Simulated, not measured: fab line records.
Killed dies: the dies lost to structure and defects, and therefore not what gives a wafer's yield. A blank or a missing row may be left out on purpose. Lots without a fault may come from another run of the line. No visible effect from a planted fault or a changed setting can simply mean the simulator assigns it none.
A lot that was struck, set against a sound lot -- flow sky130 -- 32 steps out of a route of 708
Sound: the wafers L490.2, L490.4, L490.6. Struck: wafer L500.5. (L500.1, L500.6 of the same lot were not struck and are left out.) The cause comes at the end.
Per side, at each step with rows, come the tool, then ch with its chambers, and then its first start. Under that, the readings that differ: sound wafers -- struck wafers -- difference of the means -- sigmas: that difference in standard deviations of wafers without a fault.
alike: readings with means less than 2 such deviations apart, plus words and numbers identical on both sides. not compared: withheld readings, readings lacking a value on some wafer, bounds such as >300 that could conceal the same value, and numbers that have no deviation in the record and whose values overlap.
The two part at a step that has a row with sigmas, a row that says differs or no value, or rows on one side only. Numbers that have no deviation but don't overlap get no sigmas and don't part them. A reading missing from all wafers of one side parts the sides only when that side holds two or more wafers.

first, 5 steps without rows for these wafers: SKY_CONTACT_STRIP_20 (strips in post etch residue remover, time 1200 s); SKY_CONTACT_CLEAN_21 (cleans in IPA, time 180 s); SKY_CONTACT_CLEAN_22 (cleans in O3/DIW); SKY_CONTACT_SPUTTER_23 (material TiN, target thk 20 nm, time 80 s); SKY_CONTACT_CVD_24 (deposits W, target thk 340 nm, time 102.12 s).
SKY_CONTACT_RS_MEAS_25: measures by four-point-probe.
  sound on film_metro-03, day 34 03:08; struck on film_metro-04, day 36 14:29
  alike: CONTACT_W_RS
SKY_CONTACT_THK_MEAS_26: measures by xrf.
  sound on film_metro-03, day 34 03:15; struck on film_metro-04, day 36 14:36
  alike: CONTACT_W_THK
then, 2 steps without rows for these wafers: SKY_CONTACT_CMP_27 (polishes, stops on SiO2, t overpolish 15 s, target thk 0 nm); SKY_METAL1_SPUTTER_00 (material Ti, target thk 15 nm, time 10 s).
SKY_METAL1_SPUTTER_01: material TiN, target thk 20 nm, time 16.7 s.
  sound on pvd_sputter-02, day 34 03:38; struck on pvd_sputter-04, day 36 14:59
  alike: throttle_valve_pct
SKY_METAL1_SPUTTER_02: material AlCu, target thk 250 nm, time 13.3 s.
  sound on pvd_sputter-02, day 34 03:39; struck on pvd_sputter-04, day 36 15:01
  alike: throttle_valve_pct
SKY_METAL1_SPUTTER_03: material Ti, target thk 5 nm, time 3.3 s.
  sound on pvd_sputter-02, day 34 03:41; struck on pvd_sputter-04, day 36 15:02
  alike: throttle_valve_pct
SKY_METAL1_SPUTTER_04: material TiN, target thk 70 nm, time 58.3 s.
  sound on pvd_sputter-02, day 34 03:41; struck on pvd_sputter-04, day 36 15:03
reading,sound,struck,difference,sigmas
model.TiN_of_METAL1_SPUTTER_04.thk_nm (nm),70.45 70.24 70.5,127.3,+56.9,
  alike: throttle_valve_pct
SKY_METAL1_RS_MEAS_05: measures by four-point-probe.
  sound on film_metro-02, day 34 03:46; struck on film_metro-04, day 36 15:06
  alike: METAL1_ALCU_RS
SKY_METAL1_THK_MEAS_06: measures by xrf.
  sound on film_metro-02, day 34 03:52; struck on film_metro-04, day 36 15:13
reading,sound,struck,difference,sigmas
METAL1_ALCU_THK (nm),253.9 257.6 252.3,227.7,-26.9,-10
then, 8 steps without rows for these wafers: SKY_METAL1_DEHYDRATE_07 (time 60 s); SKY_METAL1_HMDS_08 (prime time 60 s); SKY_METAL1_COAT_09 (resist thk 60 nm); SKY_METAL1_COAT_10 (resist thk 450 nm); SKY_METAL1_SOFTBAKE_11 (time 90 s); SKY_METAL1_EXPOSE_12 (exposes mask MM1, target cd 140 nm); SKY_METAL1_PEB_13; SKY_METAL1_DEVELOP_14 (develop time 60 s).
SKY_METAL1_CD_MEAS_15 targets a cd of 140 nm.
  sound on cd_sem-01, day 35 06:57; struck on cd_sem-02, day 37 17:12
reading,sound,struck,difference,sigmas
cd_nm (nm),143.2 142.4 142.5,137.3,-5.4,-3
SKY_METAL1_OVL_MEAS_16:
  sound on overlay-02, day 35 07:04; struck on overlay-01, day 37 17:19
  alike: METAL1_OVL
then, 1 step without rows for these wafers: SKY_METAL1_DESCUM_17 (chemistry O2, time 8 s).
SKY_METAL1_ETCH_18: etches BARC in N2/H2, stops on SiO2, time 45.9 s, target depth 60 nm.
  sound on rie_metal-01 ch 0,1, day 35 07:07; struck on rie_metal-02 ch 1, day 37 17:23
  alike: drypump_motor_current_A, he_backside_leak_sccm, n2_flow_sccm, oes_product_au, throttle_valve_pct
  not compared: rf_hours_counter_h
SKY_METAL1_METAL_ETCH_19: etches the open film in Cl2/BCl3, stops on SiO2, target depth 360 nm, time 78 s.
  sound on rie_metal-01 ch 0,1, day 35 07:11; struck on rie_metal-02 ch 1, day 37 17:27
reading,sound,struck,difference,sigmas
oes_product_au (a.u.),0.856 0.851 0.848,0.888,+0.036,+6
  alike: drypump_motor_current_A, he_backside_leak_sccm, mfc_cl2_sccm, throttle_valve_pct
  not compared: rf_hours_counter_h
SKY_METAL1_STRIP_20: strips in O2/N2.
  sound on plasma_asher-03 ch 0,1, day 35 07:16; struck on plasma_asher-01 ch 0, day 37 17:32
reading,sound,struck,difference,sigmas
n2_flow_sccm (sccm),298.8 300.0 301.3,298.3,-1.7,-2
strip_time_to_endpoint_s (s),2.63 2.64 2.68,2.79,+0.14,+3
  alike: drypump_motor_current_A, oes_product_au
  not compared: rf_hours_counter_h
SKY_METAL1_STRIP_21: strips in post etch residue remover, time 1200 s.
  sound on wet_bench-02 ch 2, day 35 07:22; struck on wet_bench-02 ch 1, day 37 17:38
reading,sound,struck,difference,sigmas
temp_c (C),72.70 72.60 72.43,72.38,-0.20,-2
model.TiN_of_METAL1_SPUTTER_04.thk_nm (nm),70.02 69.82 70.08,126.9,+56.9,
  alike: bath_heat_duty_pct
then, 1 step without rows for these wafers: SKY_METAL1_CLEAN_22 (cleans in IPA, time 180 s).
-- the record jumps here: 12 days lie between the struck wafers' starts before and after (it left off in module METAL1 and takes up again in module PAD_OPEN, whose first step shown is number 708 of the route) --
SKY_PAD_OPEN_PROBE_99:
  sound on prober-02, day 47 18:33; struck on prober-02, day 49 11:42
reading,sound,struck,difference,sigmas
model.etest.via1_chain.rc_ohm,16.05 16.27 16.6,19.48,+3.17,
  alike: defect_limited_yield, killed_at_M0_to_M3, killed_at_M4_up, killed_at_contacts, killed_at_front_end, killed_at_other, killed_dies, killed_open, killed_short, sort_bin_3_pad_short, sort_bin_5_function, sort_bin_6_memory, sort_n_pass, sort_yield_pct

## WHERE THEY PART
First at SKY_METAL1_THK_MEAS_06; last, within this record, at SKY_METAL1_STRIP_21. Later steps at which nothing parts them and some readings are alike: SKY_PAD_OPEN_PROBE_99.

WHY: whatever the simulator had introduced
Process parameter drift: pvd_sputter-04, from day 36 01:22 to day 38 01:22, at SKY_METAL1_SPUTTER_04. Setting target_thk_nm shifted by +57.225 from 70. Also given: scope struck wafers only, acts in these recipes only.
